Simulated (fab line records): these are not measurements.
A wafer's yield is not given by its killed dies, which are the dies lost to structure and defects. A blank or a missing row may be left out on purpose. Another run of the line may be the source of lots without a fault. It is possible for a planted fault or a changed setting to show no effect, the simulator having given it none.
Chamber matching | flow gf180mcu | GF_M5_ETCH_09 on rieDiel-04 has 4 sister chambers
The step etches Si3N4 in CF4/O2, target depth 52 nm, time 11.6 s. 4 wafers are shown with their chamber, then 8 later ones without.

== WAFERS PAIRED WITH THEIR CHAMBERS ==
wafer  | chamber | drypumpMotorCurrentA (A)
L088.2 | 2       | 6.6
L088.4 | 1       | 5.3
L088.5 | 3       | 6.0
L090.1 | 0       | 5.1

== WAFERS WITHOUT THEIR CHAMBER ==
wafer  | drypumpMotorCurrentA (A)
L090.3 | 6.5
L090.4 | 6.0
L091.1 | 6.1
L091.3 | 5.4
L091.4 | 6.6
L094.1 | 5.3
L094.5 | 5.4
L094.6 | 6.5

== WHICH CHAMBER EACH WENT THROUGH ==
wafer  | from the rows above | in truth
L090.3 | 2                   | 2
L090.4 | 3                   | 3
L091.1 | 3                   | 3
L091.3 | 1                   | 1
L091.4 | 2                   | 2
L094.1 | 1                   | 1
L094.5 | 1                   | 1
L094.6 | 2                   | 2
Placed correctly: 8 of 8. Can't be placed from these rows: 0. Number placed wrongly: 0.
How it was worked out, from the rows above alone: a wafer's distance from a chamber is the root of the sum, over the readings, of the square of ((its reading less the chamber's mean) divided by the reading's scatter). The wafer belongs to the nearest chamber; if the next one is less than 2 further off, it can't be placed. A chamber's mean is the mean of its shown wafers. The scatter (one wafer shown for each chamber): square how far every hidden wafer sits from the nearest shown wafer, average those squares and take the square root.
